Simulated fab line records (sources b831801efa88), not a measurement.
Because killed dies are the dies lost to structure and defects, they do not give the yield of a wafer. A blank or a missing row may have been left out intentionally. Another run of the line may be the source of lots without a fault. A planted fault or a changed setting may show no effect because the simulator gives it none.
fab line records ; flow sky130
record lots=6; wafers=18; last_day=49
route steps=708 shown NWELL@65 PAD_OPEN@708
lots with no fault: from the same line, run without faults
start_h: the number of hours between the record's first day and the start of the first shown wafer of the lot ; wait_h: time in hours since the lot's previous step ; " unchanged from the row above ; L1.1+2: a single row standing in for several wafers ; - no value present, or no start provided ; * or withheld: withheld ; < > ~ a bound
route shown NAME@n: NAME is a module with steps in the file, n the number in the route of the first one ; usual: mean and standard deviation over wafers with no fault ; same: alike in all rows ; chamber/n: place in a boat ; sites: per-site readings ; _std_site: the values' standard deviation ; _edge_site: mean of outer sites minus mean of inner sites ; radius_mm: how far each site lies from the wafer's centre ; mask NAME#n: copy n ; behind: the tool/chamber that last shaped the wafer ; hold: cause of the lot's hold/its duration in hours/its outcome ; device: which transistor (n, p or np) failed to switch ; end of line: the route-end tests of the same wafers ; where a step has no rows: the recipe by itself ; killed: dies that structure and defects cost at the first sort, which is not the same as the wafer's yield ; map: a wafer's dies, x killed, . not, _ none there
set.NAME: the setting that was run; set.NAME@STEP: the one run at that earlier step ; model.NAME: the simulator's own value behind a step, which no gauge read
lots seen at some steps along the route; tables by step, rows by wafer
services: a tool's chamber out of use, with start hour (start_h, from the record's first day; less than 0 if before it), hours out, and reason
## steps
# step SKY_NWELL_IMPLANT_12
# recipe species=P; energy_kev=120; dose_cm2=1.3e+12; tilt_deg=withheld
# step SKY_NWELL_IMPLANT_13
# recipe species=P; energy_kev=50; dose_cm2=7e+11; tilt_deg=withheld
# step SKY_NWELL_STRIP_14
# recipe chemistry=O2/N2; power_w=1400; pressure_mtorr=1500; platen_temp_c=withheld; o2_flow_sccm=3000; n2_flow_sccm=300; overash_fraction=0.5
# usual drypump_motor_current_A=5.7/0.64; oes_product_au=0.721/0.0041; strip_time_to_endpoint_s=36.92/0.11
lot.wafer;tool;chamber;start_h;wait_h;drypump_motor_current_A;oes_product_au;rf_hours_counter_h;strip_time_to_endpoint_s
L216.2;plasma_asher-04;0;78.57;0.1;6.8;0.719;26;36.87
L216.3;plasma_asher-04;1;78.57;0.1;5.3;0.720;-;36.94
L216.5;plasma_asher-04;1;78.57;0.1;5.3;0.723;-;36.96
L224.2;plasma_asher-04;1;128.02;0.1;5.3;0.727;31;36.93
L224.3;plasma_asher-04;0;128.02;0.1;6.8;0.719;-;36.86
L224.6;plasma_asher-04;1;128.02;0.1;5.3;0.723;-;36.92
L230.1;plasma_asher-04;0;165.99;0.1;6.8;0.727;35;36.89
L230.5;plasma_asher-04;1;165.99;0.1;5.3;0.718;-;36.84
L230.6;plasma_asher-04;0;165.99;0.1;6.8;0.724;-;36.75
L233.1;plasma_asher-04;1;186.42;0.1;5.3;0.719;37;36.92
L233.2;plasma_asher-04;0;186.42;0.1;6.8;0.726;37;36.95
L233.4;plasma_asher-04;0;186.42;0.1;6.8;0.722;-;36.91
L235.2;plasma_asher-04;0;195.97;0.1;6.8;0.713;38;37.08
L235.3;plasma_asher-04;0;195.97;0.1;6.8;0.724;-;37.09
L235.6;plasma_asher-04;0;195.97;0.1;6.8;0.722;-;37.12
L236.4;plasma_asher-03;1;204.54;0.1;5.3;0.719;-;37.02
L236.5;plasma_asher-03;0;204.54;0.1;5.8;0.724;-;36.96
L236.6;plasma_asher-03;1;204.54;0.1;5.3;0.719;-;37.07
# step SKY_NWELL_TW_MEAS_15
# usual NWELL_TW=1799/13
lot.wafer;tool;chamber;start_h;wait_h;NWELL_TW
L216.2;film_metro-02;-;78.68;0.1;1817
L216.3;film_metro-02;-;78.68;0.1;1816
L216.5;film_metro-02;-;78.68;0.1;1815
L224.2;film_metro-04;-;128.13;0.1;1803
L224.3;film_metro-04;-;128.13;0.1;1802
L224.6;film_metro-04;-;128.13;0.1;1799
L230.1;film_metro-04;-;166.09;0.1;1783
L230.5;film_metro-04;-;166.09;0.1;1779
L230.6;film_metro-04;-;166.09;0.1;1776
L233.1;film_metro-02;-;186.52;0.1;1823
L233.2;film_metro-02;-;186.52;0.1;1807
L233.4;film_metro-02;-;186.52;0.1;1805
L235.2;film_metro-01;-;196.08;0.1;1779
L235.3;film_metro-01;-;196.08;0.1;1782
L235.6;film_metro-01;-;196.08;0.1;1790
L236.4;film_metro-01;-;204.64;0.1;1776
L236.5;film_metro-01;-;204.64;0.1;1788
L236.6;film_metro-01;-;204.64;0.1;1782
# step SKY_NWELL_DEHYDRATE_16
# recipe temp_c=200; time_s=60
# step SKY_NWELL_HMDS_17
# recipe prime_time_s=60; prime_temp_c=120
# step SKY_NWELL_COAT_18
# recipe spin_rpm=2000; resist_thk_nm=3000
# step SKY_NWELL_SOFTBAKE_19
# recipe temp_c=110; time_s=withheld
# step SKY_NWELL_EXPOSE_20
# recipe mask_id=NWM_COMPLEMENT; na=0.6; source_shape=conventional; sigma_outer=0.6; polarization=unpolarized; target_cd_nm=840; dose_mj=260
# step SKY_NWELL_PEB_21
# recipe temp_c=115; time_s=withheld
# step SKY_NWELL_DEVELOP_22
# recipe wall_angle_deg=90; developer=TMAH; develop_time_s=60; dev_temp_c=23
# step SKY_NWELL_OVL_MEAS_23
# usual NWELL_01_OVL=-0.1/1.3
lot.wafer;tool;chamber;start_h;wait_h;NWELL_01_OVL[nm]
L216.2;overlay-01;-;95.89;-;-0.8
L216.3;overlay-01;-;95.89;-;0.9
L216.5;overlay-01;-;95.89;-;-0.7
L224.2;overlay-02;-;147.34;-;-0.4
L224.3;overlay-02;-;147.34;-;-0.1
L224.6;overlay-02;-;147.34;-;0.0
L230.1;overlay-02;-;186.02;-;1.9
L230.5;overlay-02;-;186.02;-;1.4
L230.6;overlay-02;-;186.02;-;3.2
L233.1;overlay-01;-;208.93;-;0.6
L233.2;overlay-01;-;208.93;-;0.0
L233.4;overlay-01;-;208.93;-;-1.3
L235.2;overlay-02;-;218.99;-;0.0
L235.3;overlay-02;-;218.99;-;-0.2
L235.6;overlay-02;-;218.99;-;1.0
L236.4;overlay-01;-;228.10;-;0.7
L236.5;overlay-01;-;228.10;-;1.4
L236.6;overlay-01;-;228.10;-;2.0
# step SKY_NWELL_IMPLANT_24
# recipe species=B; energy_kev=140; dose_cm2=9.2e+12; tilt_deg=withheld
# usual faraday_current_uA=51.9/1
lot.wafer;tool;chamber;start_h;wait_h;faraday_current_uA
L216.2;implanter-01;0;95.95;0.0;52.3
L216.3;implanter-01;0;95.95;0.0;52.6
L216.5;implanter-01;0;95.95;0.0;51.2
L224.2;implanter-01;0;147.39;0.0;51.1
L224.3;implanter-01;0;147.39;0.0;51.8
L224.6;implanter-01;0;147.39;0.0;52.2
L230.1;implanter-01;0;186.06;0.0;52.9
L230.5;implanter-01;0;186.06;0.0;51.9
L230.6;implanter-01;0;186.06;0.0;51.1
L233.1;implanter-01;0;208.97;0.0;51.4
L233.2;implanter-01;0;208.97;0.0;51.1
L233.4;implanter-01;0;208.97;0.0;52.3
L233.1;implanter-01;0;209.28;0.3;51.0
L233.2;implanter-01;0;209.28;0.3;51.9
L233.4;implanter-01;0;209.28;0.3;53.5
L235.2;implanter-02;0;219.07;0.1;52.2
L235.3;implanter-02;0;219.07;0.1;50.9
L235.6;implanter-02;0;219.07;0.1;52.1
L236.4;implanter-01;0;228.20;0.1;50.2
L236.5;implanter-01;0;228.20;0.1;51.4
L236.6;implanter-01;0;228.20;0.1;51.4
L236.4;implanter-01;0;228.51;0.3;53.0
L236.5;implanter-01;0;228.51;0.3;53.3
L236.6;implanter-01;0;228.51;0.3;51.2
# step SKY_NWELL_STRIP_25
# recipe chemistry=O2/N2; power_w=1400; pressure_mtorr=1500; platen_temp_c=withheld; o2_flow_sccm=3000; n2_flow_sccm=300; overash_fraction=0.5
# usual drypump_motor_current_A=5.6/0.47; oes_product_au=0.723/0.0045; strip_time_to_endpoint_s=36.93/0.11
lot.wafer;tool;chamber;start_h;wait_h;drypump_motor_current_A;oes_product_au;rf_hours_counter_h;strip_time_to_endpoint_s
L216.2;plasma_asher-03;1;96.07;0.1;5.3;0.727;39;36.88
L216.3;plasma_asher-03;1;96.07;0.1;5.3;0.726;-;36.81
L216.5;plasma_asher-03;0;96.07;0.1;5.8;0.723;-;36.77
L224.2;plasma_asher-03;0;147.52;0.1;5.8;0.723;45;36.79
L224.3;plasma_asher-03;0;147.52;0.1;5.8;0.721;-;36.89
L224.6;plasma_asher-03;0;147.52;0.1;5.8;0.713;-;36.77
L230.1;plasma_asher-03;0;186.21;0.1;5.8;0.717;48;37.11
L230.5;plasma_asher-03;0;186.21;0.1;5.8;0.725;-;37.02
L230.6;plasma_asher-03;1;186.21;0.1;5.4;0.720;-;37.05
L233.1;plasma_asher-03;0;209.43;0.1;5.8;0.724;50;36.96
L233.2;plasma_asher-03;1;209.43;0.1;5.3;0.722;50;36.90
L233.4;plasma_asher-03;1;209.43;0.1;5.3;0.721;-;36.94
L235.2;plasma_asher-01;1;219.32;0.2;5.5;0.725;53;36.69
L235.3;plasma_asher-01;0;219.32;0.2;5.2;0.725;-;36.64
L235.6;plasma_asher-01;1;219.32;0.2;5.5;0.725;-;36.74
L236.4;plasma_asher-03;0;228.62;0.1;5.8;0.720;-;36.82
L236.5;plasma_asher-03;0;228.62;0.1;5.8;0.730;-;36.95
L236.6;plasma_asher-03;1;228.62;0.1;5.3;0.726;-;36.84
# step SKY_NWELL_TW_MEAS_26
# usual NWELL_2_TW=489/3.1
lot.wafer;tool;chamber;start_h;wait_h;NWELL_2_TW
L216.2;film_metro-04;-;96.27;0.2;491
L216.3;film_metro-04;-;96.27;0.2;491
L216.5;film_metro-04;-;96.27;0.2;491
L224.2;film_metro-02;-;147.63;0.1;493
L224.3;film_metro-02;-;147.63;0.1;490
L224.6;film_metro-02;-;147.63;0.1;494
L230.1;film_metro-01;-;186.31;0.1;486
L230.5;film_metro-01;-;186.31;0.1;486
L230.6;film_metro-01;-;186.31;0.1;488
L233.1;film_metro-01;-;209.57;0.1;604
L233.2;film_metro-01;-;209.57;0.1;602
L233.4;film_metro-01;-;209.57;0.1;603
L235.2;film_metro-02;-;219.43;0.1;495
L235.3;film_metro-02;-;219.43;0.1;493
L235.6;film_metro-02;-;219.43;0.1;493
L236.4;film_metro-01;-;228.72;0.1;603
L236.5;film_metro-01;-;228.72;0.1;606
L236.6;film_metro-01;-;228.72;0.1;603
# step SKY_NWELL_CLEAN_27
# recipe chemistry=SC1/SC2; mix=1:4:20; temp_c=70; time_s=150; dry=n2_spin
# step SKY_PAD_OPEN_PROBE_99
# usual killed_at_M0_to_M3=43/6.6; killed_at_M4_up=3.2/1.9; killed_at_contacts=25/5.3; killed_at_front_end=16/4.5; killed_at_other=0.3/0.63; killed_dies=87/8.9; killed_open=48/7.9; killed_short=39/5.3
# same gross_dies=492; killed_at_back_side=0
lot.wafer;tool;chamber;start_h;wait_h;killed_at_M0_to_M3;killed_at_M4_up;killed_at_contacts;killed_at_front_end;killed_at_other;killed_dies;killed_open;killed_short;model.etest.pfet_16v.r_on_ohm_um;model.etest.res_iso_pwell.rs_ohm_sq;model.etest.res_pwell_under_gate.rs_ohm_sq;model.etest.nfet_16v.r_on_ohm_um;model.etest.res_iso_pwell.line_ohm_um;model.etest.tip_n_5v.rs_ohm_sq;model.etest.res_nwell.width_nm;model.etest.res_iso_pwell.width_nm
L216.2;prober-01;-;1064.99;0.1;41;7;19;9;0;76;38;38;1.47e+04;2897;2290;1.404e+04;1081;1402;839.9;2647
L216.3;prober-01;-;1065.04;0.2;40;0;28;16;0;84;42;42;1.482e+04;2901;2299;1.404e+04;1100;1397;837;2662
L216.5;prober-01;-;1065.14;0.2;46;4;26;14;2;92;51;40;1.49e+04;3046;2294;1.395e+04;1155;1393;836.3;2654
L224.2;prober-01;-;1119.29;0.1;47;2;24;19;1;93;53;40;1.5e+04;2785;2266;1.392e+04;1049;1368;828.8;2651
L224.3;prober-01;-;1119.34;0.2;51;2;19;16;0;88;48;39;1.474e+04;2637;2271;1.394e+04;1007;1380;825.1;2664
L224.6;prober-01;-;1119.49;0.2;36;2;26;11;0;75;34;41;1.487e+04;2727;2256;1.39e+04;1025;1380;823.1;2645
L230.1;prober-01;-;1156.91;0.1;52;3;32;12;0;99;61;38;1.558e+04;3447;2282;1.419e+04;1308;1383;856.6;2651
L230.5;prober-01;-;1157.11;0.2;40;1;31;14;0;86;53;33;1.494e+04;3094;2292;1.428e+04;1158;1391;852;2649
L230.6;prober-01;-;1157.16;0.2;38;1;24;18;1;82;42;40;1.479e+04;2983;2292;1.419e+04;1122;1382;843.6;2653
L233.1;prober-02;-;1175.08;0.1;51;3;15;14;0;83;41;42;1.141e+04;1877;1430;1.478e+04;695.1;1506;781.6;2701
L233.2;prober-02;-;1175.13;0.1;40;1;29;13;0;83;44;39;1.131e+04;1808;1436;1.481e+04;662.3;1523;777;2699
L233.4;prober-02;-;1175.23;0.2;52;4;34;20;0;110;67;43;1.149e+04;1867;1434;1.473e+04;696.3;1525;784.5;2702
L235.2;prober-02;-;1180.03;0.1;45;2;23;14;0;84;56;28;1.495e+04;3116;2293;1.391e+04;1167;1390;845.1;2643
L235.3;prober-02;-;1180.08;0.2;47;1;27;18;0;93;45;48;1.547e+04;3388;2288;1.397e+04;1276;1394;849.3;2638
L235.6;prober-02;-;1180.23;0.2;32;1;27;16;0;76;37;38;1.537e+04;3300;2292;1.403e+04;1246;1400;848.7;2642
L236.4;prober-01;-;1183.85;0.2;29;8;26;6;0;69;36;33;1.143e+04;1832;1427;1.468e+04;682.7;1468;785.9;2705
L236.5;prober-01;-;1183.90;0.2;51;8;36;7;0;102;62;40;1.118e+04;1719;1435;1.466e+04;635.5;1464;782.4;2698
L236.6;prober-01;-;1183.95;0.2;38;3;25;18;0;84;49;35;1.141e+04;1849;1438;1.482e+04;687.1;1484;787.3;2711
# killed by level:class
L216.2 VIA1:geometric_particle:open=12 METAL1:geometric_particle:short=10 LI_CONTACT:geometric_particle:open=6 METAL2:geometric_particle:short=6 METAL4:geometric_particle:short=6 CONTACT:geometric_particle:open=5 VIA3:geometric_particle:open=5 LOCAL_INTERCONNECT:geometric_particle:short=3
L216.3 VIA1:geometric_particle:short=8 VIA3:geometric_particle:open=8 VIA1:geometric_particle:open=7 LI_CONTACT:geometric_particle:open=7 LOCAL_INTERCONNECT:geometric_particle:short=6 LI_CONTACT:geometric_particle:short=6 CONTACT:geometric_particle:open=6 METAL1:geometric_particle:short=5
L216.5 VIA1:geometric_particle:open=10 FIELD_ISO:geometric_particle:open=8 LI_CONTACT:geometric_particle:open=8 METAL1:geometric_particle:short=8 CONTACT:geometric_particle:open=6 VIA1:geometric_particle:short=5 METAL2:geometric_particle:short=5 LI_CONTACT:geometric_particle:short=4
L224.2 VIA1:geometric_particle:open=11 VIA2:geometric_particle:open=10 CONTACT:geometric_particle:open=8 FIELD_ISO:geometric_particle:open=7 LI_CONTACT:geometric_particle:open=7 POLY_GATE:geometric_particle:short=6 VIA1:geometric_particle:short=5 METAL3:geometric_particle:short=5
L224.3 VIA2:geometric_particle:open=14 VIA1:geometric_particle:open=8 FIELD_ISO:geometric_particle:short=6 LOCAL_INTERCONNECT:geometric_particle:short=6 METAL2:geometric_particle:short=6 CONTACT:geometric_particle:open=6 VIA3:geometric_particle:open=5 VIA1:geometric_particle:short=5
L224.6 LI_CONTACT:geometric_particle:open=11 METAL3:geometric_particle:short=7 CONTACT:geometric_particle:short=6 VIA1:geometric_particle:open=6 METAL2:geometric_particle:short=5 CONTACT:geometric_particle:open=5 METAL1:geometric_particle:short=5 VIA1:geometric_particle:short=4
L230.1 VIA1:geometric_particle:open=12 VIA3:geometric_particle:open=11 CONTACT:geometric_particle:open=10 LI_CONTACT:geometric_particle:open=10 CONTACT:geometric_particle:short=6 METAL3:geometric_particle:short=5 VIA2:geometric_particle:open=5 VIA1:geometric_particle:short=4
L230.5 CONTACT:geometric_particle:open=17 VIA1:geometric_particle:open=10 LI_CONTACT:geometric_particle:open=8 METAL2:geometric_particle:short=5 VIA1:geometric_particle:short=4 POLY_GATE:geometric_particle:short=4 POLY_GATE:geometric_particle:open=4 VIA2:geometric_particle:short=4
L230.6 CONTACT:geometric_particle:open=12 METAL2:geometric_particle:short=8 VIA1:geometric_particle:open=7 CONTACT:geometric_particle:short=6 VIA3:geometric_particle:open=6 FIELD_ISO:geometric_particle:open=4 FIELD_ISO:geometric_particle:short=4 VIA1:geometric_particle:short=4
L233.1 VIA3:geometric_particle:open=9 METAL1:geometric_particle:short=8 CONTACT:geometric_particle:open=7 METAL2:geometric_particle:short=7 FIELD_ISO:geometric_particle:short=6 VIA1:geometric_particle:open=6 VIA1:geometric_particle:short=5 VIA2:geometric_particle:open=4
L233.2 CONTACT:geometric_particle:open=13 METAL1:geometric_particle:short=7 VIA1:geometric_particle:open=7 VIA2:geometric_particle:open=6 FIELD_ISO:geometric_particle:open=5 CONTACT:geometric_particle:short=5 METAL2:geometric_particle:short=5 LI_CONTACT:geometric_particle:open=4
L233.4 CONTACT:geometric_particle:open=11 VIA1:geometric_particle:open=11 VIA2:geometric_particle:open=10 VIA3:geometric_particle:open=10 LI_CONTACT:geometric_particle:open=9 CONTACT:geometric_particle:short=7 FIELD_ISO:geometric_particle:short=6 VIA1:geometric_particle:short=5
L235.2 VIA1:geometric_particle:open=17 CONTACT:geometric_particle:open=10 VIA2:geometric_particle:open=8 LI_CONTACT:geometric_particle:open=6 METAL1:geometric_particle:short=5 VIA3:geometric_particle:open=5 POLY_GATE:geometric_particle:short=4 LOCAL_INTERCONNECT:geometric_particle:short=3
L235.3 VIA1:geometric_particle:open=12 VIA1:geometric_particle:short=8 CONTACT:geometric_particle:open=8 LI_CONTACT:geometric_particle:open=7 POLY_GATE:geometric_particle:short=7 METAL2:geometric_particle:short=6 LOCAL_INTERCONNECT:geometric_particle:short=5 METAL1:geometric_particle:short=5
L235.6 LI_CONTACT:geometric_particle:open=11 VIA3:geometric_particle:open=9 FIELD_ISO:geometric_particle:short=6 LOCAL_INTERCONNECT:geometric_particle:short=6 METAL2:geometric_particle:short=5 VIA1:geometric_particle:short=5 FIELD_ISO:geometric_particle:open=4 CONTACT:geometric_particle:open=4
L236.4 VIA1:geometric_particle:open=9 CONTACT:geometric_particle:open=7 LI_CONTACT:geometric_particle:open=6 LOCAL_INTERCONNECT:geometric_particle:short=5 METAL2:geometric_particle:short=5 METAL4:geometric_particle:short=5 CONTACT:geometric_particle:short=4 METAL1:geometric_particle:short=3
L236.5 LI_CONTACT:geometric_particle:open=19 VIA1:geometric_particle:open=11 VIA2:geometric_particle:open=10 METAL2:geometric_particle:short=8 CONTACT:geometric_particle:open=7 METAL1:geometric_particle:short=6 METAL4:geometric_particle:short=5 CONTACT:geometric_particle:short=4
L236.6 CONTACT:geometric_particle:open=14 VIA1:geometric_particle:open=10 METAL1:geometric_particle:short=7 VIA2:geometric_particle:open=6 FIELD_ISO:geometric_particle:short=5 METAL2:geometric_particle:short=5 LI_CONTACT:geometric_particle:open=4 FIELD_ISO:geometric_particle:open=3
## services
tool;chamber;start_h;hours;kind
implanter-02;-;66.49;4.9;repair
plasma_asher-04;-;69.01;2.2;repair
plasma_asher-01;-;174.19;0.6;repair
plasma_asher-01;-;181.33;2.8;repair
implanter-01;-;201.98;3.2;repair
implanter-02;-;223.18;4.6;repair
## key
first_sign step=SKY_NWELL_IMPLANT_24; reading=visit; direction=added
effect step=SKY_NWELL_TW_MEAS_26; reading=NWELL_2_TW; direction=up; sigmas=37; usual=489; struck=603
model_effect step=SKY_PAD_OPEN_PROBE_99; value=etest.pfet_16v.r_on_ohm_um; without=1.519e+04; struck=1.137e+04
met_at SKY_NWELL_IMPLANT_24
struck_wafers L233.1,L233.2,L233.4,L236.4,L236.5,L236.6
tester_left_out L233,L236
fault kind=repeated_step_whole; tool=implanter-01,implanter-02,implanter-03; chamber=-; onset_h=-; steps=SKY_NWELL_IMPLANT_24; times=1; scope=struck_lots_only
# tester_left_out: of these lots the tester's yield and bins aren't shown, on N5 and GAA mostly nor the transistor test; their killed dies are dies lost to structure and defects alone, not to doping, threshold or leakage, so they don't give the yield
